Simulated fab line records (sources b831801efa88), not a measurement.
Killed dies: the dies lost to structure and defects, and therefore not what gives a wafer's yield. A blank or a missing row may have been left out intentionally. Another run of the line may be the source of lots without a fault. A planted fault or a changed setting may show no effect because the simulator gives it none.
Which tool was responsible? || flow gf180mcu || Sampling: 14 lots, 42 wafers, 2 of 602 route steps

WHAT THE GAUGES READ, wafer by wafer
GF_V1_RS_MEAS_24: uses a four-point probe to measure.
{"lot": "L208", "measured": "day 18 11:15", "on": "filmMetro-04", "V1_W_RS (ohm/sq)": "0.321 0.324 0.331"}
{"lot": "L209", "measured": "day 19 00:59", "on": "filmMetro-03", "V1_W_RS (ohm/sq)": "0.326 0.324 0.333"}
{"lot": "L210", "measured": "day 19 09:56", "on": "filmMetro-04", "V1_W_RS (ohm/sq)": "0.324 0.328 0.324"}
{"lot": "L211", "measured": "day 19 18:28", "on": "filmMetro-02", "V1_W_RS (ohm/sq)": "0.334 0.335 0.331"}
{"lot": "L212", "measured": "day 20 06:48", "on": "filmMetro-04", "V1_W_RS (ohm/sq)": "0.327 0.323 0.333"}
{"lot": "L213", "measured": "day 20 14:21", "on": "filmMetro-04", "V1_W_RS (ohm/sq)": "0.335 0.330 0.331"}
{"lot": "L216", "measured": "day 21 19:01", "on": "filmMetro-04", "V1_W_RS (ohm/sq)": "0.323 0.327 0.321"}
{"lot": "L217", "measured": "day 22 08:16", "on": "filmMetro-04", "V1_W_RS (ohm/sq)": "0.331 0.331 0.329"}
{"lot": "L218", "measured": "day 22 14:39", "on": "filmMetro-04", "V1_W_RS (ohm/sq)": "0.319 0.328 0.317"}
{"lot": "L219", "measured": "day 22 20:38", "on": "filmMetro-04", "V1_W_RS (ohm/sq)": "0.338 0.339 0.330"}
{"lot": "L220", "measured": "day 23 03:10", "on": "filmMetro-03", "V1_W_RS (ohm/sq)": "0.333 0.335 0.335"}
{"lot": "L221", "measured": "day 23 13:23", "on": "filmMetro-04", "V1_W_RS (ohm/sq)": "0.336 0.334 0.331"}
{"lot": "L222", "measured": "day 23 16:56", "on": "filmMetro-02", "V1_W_RS (ohm/sq)": "0.319 0.325 0.323"}
{"lot": "L230", "measured": "day 26 05:46", "on": "filmMetro-04", "V1_W_RS (ohm/sq)": "0.331 0.332 0.331"}

WHAT TOOL EACH LOT RAN ON (gives the tool, then ch and the chambers of the sampled wafers, and finally the start)
{"lot": "L208", "GF_V1_SPUTTER_22": "pvdSputter-03, day 18 11:06"}
{"lot": "L209", "GF_V1_SPUTTER_22": "pvdSputter-04, day 19 00:49"}
{"lot": "L210", "GF_V1_SPUTTER_22": "pvdSputter-03, day 19 09:46"}
{"lot": "L211", "GF_V1_SPUTTER_22": "pvdSputter-02, day 19 18:16"}
{"lot": "L212", "GF_V1_SPUTTER_22": "pvdSputter-04, day 20 06:38"}
{"lot": "L213", "GF_V1_SPUTTER_22": "pvdSputter-04, day 20 14:04"}
{"lot": "L216", "GF_V1_SPUTTER_22": "pvdSputter-04, day 21 18:52"}
{"lot": "L217", "GF_V1_SPUTTER_22": "pvdSputter-04, day 22 08:07"}
{"lot": "L218", "GF_V1_SPUTTER_22": "pvdSputter-03, day 22 14:30"}
{"lot": "L219", "GF_V1_SPUTTER_22": "pvdSputter-02, day 22 20:28"}
{"lot": "L220", "GF_V1_SPUTTER_22": "pvdSputter-02, day 23 02:58"}
{"lot": "L221", "GF_V1_SPUTTER_22": "pvdSputter-04, day 23 13:14"}
{"lot": "L222", "GF_V1_SPUTTER_22": "pvdSputter-02, day 23 16:45"}
{"lot": "L230", "GF_V1_SPUTTER_22": "pvdSputter-03, day 26 05:37"}
- GF_V1_SPUTTER_22: material TiN, target thk 10 nm, time 40 s.

AS READ BY THE TOOLS THEMSELVES (means over the sampled wafers that have a number; for cases with no such wafer, the mark the record gives instead)
GF_V1_SPUTTER_22.
{"lot": "L208", "tool": "pvdSputter-03", "chamberPressurePa (Pa)": 4.999, "throttleValvePct (%)": 30.8}
{"lot": "L209", "tool": "pvdSputter-04", "chamberPressurePa (Pa)": 5.013, "throttleValvePct (%)": 30.1}
{"lot": "L210", "tool": "pvdSputter-03", "chamberPressurePa (Pa)": 4.995, "throttleValvePct (%)": 30.2}
{"lot": "L211", "tool": "pvdSputter-02", "chamberPressurePa (Pa)": 5.002, "throttleValvePct (%)": 28.8}
{"lot": "L212", "tool": "pvdSputter-04", "chamberPressurePa (Pa)": 5.006, "throttleValvePct (%)": 30.3}
{"lot": "L213", "tool": "pvdSputter-04", "chamberPressurePa (Pa)": 4.998, "throttleValvePct (%)": 30.1}
{"lot": "L216", "tool": "pvdSputter-04", "chamberPressurePa (Pa)": 5.004, "throttleValvePct (%)": 30.1}
{"lot": "L217", "tool": "pvdSputter-04", "chamberPressurePa (Pa)": 4.992, "throttleValvePct (%)": 29.7}
{"lot": "L218", "tool": "pvdSputter-03", "chamberPressurePa (Pa)": 4.997, "throttleValvePct (%)": 30.2}
{"lot": "L219", "tool": "pvdSputter-02", "chamberPressurePa (Pa)": 5.002, "throttleValvePct (%)": 29.5}
{"lot": "L220", "tool": "pvdSputter-02", "chamberPressurePa (Pa)": 4.999, "throttleValvePct (%)": 28.4}
{"lot": "L221", "tool": "pvdSputter-04", "chamberPressurePa (Pa)": 5.004, "throttleValvePct (%)": 29.6}
{"lot": "L222", "tool": "pvdSputter-02", "chamberPressurePa (Pa)": 5.004, "throttleValvePct (%)": 30.0}
{"lot": "L230", "tool": "pvdSputter-03", "chamberPressurePa (Pa)": 4.999, "throttleValvePct (%)": 30.6}

THE ANSWER, worked out from the rows above alone
Rule: the lots themselves supply what counts as usual. Put in order of their means at a reading, lots are off if they are a third of the lots or fewer, leave a main group of 4 or more, and stand apart from it by a gap of 3 or more times the standard deviation of the main group's means; of several such gaps the widest counts. If all means in a main group match to the digits the tables above print for the reading, that group is not used. Also off: a lot with no number at a reading for which 4 or more lots have one. Any other lot the step has rows for is counted as sound. First the gauges in route order, then the tools' own readings, where a lot's mean is used as printed above. At the first step where some lot is off, the reading lying furthest off is the one used; lots without a number count as furthest.
No lot is off at any reading shown: from this, nothing can be told.

WHAT THE SIMULATOR HAD INSERTED
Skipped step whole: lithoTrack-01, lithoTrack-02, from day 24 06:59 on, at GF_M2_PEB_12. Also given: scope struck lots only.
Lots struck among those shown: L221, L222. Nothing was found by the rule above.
